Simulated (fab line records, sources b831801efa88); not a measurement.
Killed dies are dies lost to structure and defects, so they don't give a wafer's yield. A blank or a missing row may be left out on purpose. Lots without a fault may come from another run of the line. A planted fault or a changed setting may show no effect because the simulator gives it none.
Which tool did it? | flow sky130 | 11 lots, 33 wafers sampled, at 3 steps of a route of 708

WHAT THE GAUGES READ, wafer by wafer
SKY_VT_ADJUST_NCORE_CD_MEAS_07: target cd 380 nm.
lot  | measured     | on        | cd_nm (nm)
L534 | day 8 23:44  | cd_sem-01 | 379.3 378.6 381.3
L535 | day 9 07:16  | cd_sem-01 | 380.9 378.9 380.8
L536 | day 9 14:37  | cd_sem-01 | 379.0 376.4 377.5
L537 | day 9 23:04  | cd_sem-02 | 375.3 376.3 377.0
L538 | day 10 03:28 | cd_sem-01 | 383.6 384.3 382.4
L539 | day 10 11:25 | cd_sem-02 | 378.4 380.7 378.9
L541 | day 10 21:08 | cd_sem-01 | 379.3 382.4 379.1
L546 | day 12 15:32 | cd_sem-01 | 370.5 350.2 355.7
L548 | day 13 05:07 | cd_sem-02 | 376.9 377.7 378.2
L555 | day 15 01:52 | cd_sem-01 | 377.9 377.7 377.9
L556 | day 15 07:04 | cd_sem-01 | 379.1 379.0 378.0

WHICH TOOL RAN EACH LOT (tool, then ch and the chambers of the sampled wafers, then the start)
lot  | SKY_FIELD_ISO_ETCH_15             | SKY_VT_ADJUST_NCORE_EXPOSE_04
L534 | rie_diel-01 ch 1,2,3, day 2 11:00 | iline_stepper-01 ch 0, day 8 13:13
L535 | rie_diel-04 ch 0,1,3, day 2 16:02 | iline_stepper-01 ch 0, day 8 21:20
L536 | rie_diel-04 ch 1,3, day 2 20:50   | iline_stepper-02 ch 0, day 9 03:56
L537 | rie_diel-02 ch 1,2, day 3 02:56   | iline_stepper-02 ch 0, day 9 12:35
L538 | rie_diel-01 ch 1,2,3, day 3 07:15 | iline_stepper-01 ch 0, day 9 16:49
L539 | rie_diel-01 ch 0,1,2, day 3 13:53 | iline_stepper-01 ch 0, day 10 00:31
L541 | rie_diel-01 ch 0,1,3, day 3 23:15 | iline_stepper-01 ch 0, day 10 11:13
L546 | rie_diel-01 ch 0,2, day 5 02:29   | iline_stepper-02 ch 0, day 12 03:23
L548 | rie_diel-01 ch 1,2, day 5 11:53   | iline_stepper-01 ch 0, day 12 16:49
L555 | rie_diel-01 ch 2,3, day 6 23:54   | iline_stepper-02 ch 0, day 14 12:55
L556 | rie_diel-02 ch 1,2, day 7 04:20   | iline_stepper-01 ch 0, day 14 18:36
- SKY_FIELD_ISO_ETCH_15: etches the open film in CHF3/O2, stops on Si, target depth 180 nm, time 70.07 s.
- SKY_VT_ADJUST_NCORE_EXPOSE_04: exposes mask LVTN COMPLEMENT THIN, target cd 380 nm.

THE ANSWER, worked out from the rows above alone
Rule: what is usual is taken from the lots themselves. Put in order of their means at a reading, lots are off if they are a third of the lots or fewer, leave a main group of 4 or more, and stand apart from it by a gap of 3 or more times the standard deviation of the main group's means; of several such gaps the widest counts. A main group whose means are all the same, to the digits that the tables above print for the reading, isn't used. A lot without any number at a reading at which 4 lots or more have one is off too. The other lots that the step has rows for count as sound.
Off: L546, at SKY_VT_ADJUST_NCORE_CD_MEAS_07 (cd_nm). The main group: mean 379.1 nm, standard deviation 1.9.
A tool fits if, at a process step before that reading, it ran every lot that is off, and no sound lot after the first of them. The gauges at SKY_VT_ADJUST_NCORE_CD_MEAS_07 are tried like those tools. None of those tried fits.

WHAT THE SIMULATOR HAD PUT IN
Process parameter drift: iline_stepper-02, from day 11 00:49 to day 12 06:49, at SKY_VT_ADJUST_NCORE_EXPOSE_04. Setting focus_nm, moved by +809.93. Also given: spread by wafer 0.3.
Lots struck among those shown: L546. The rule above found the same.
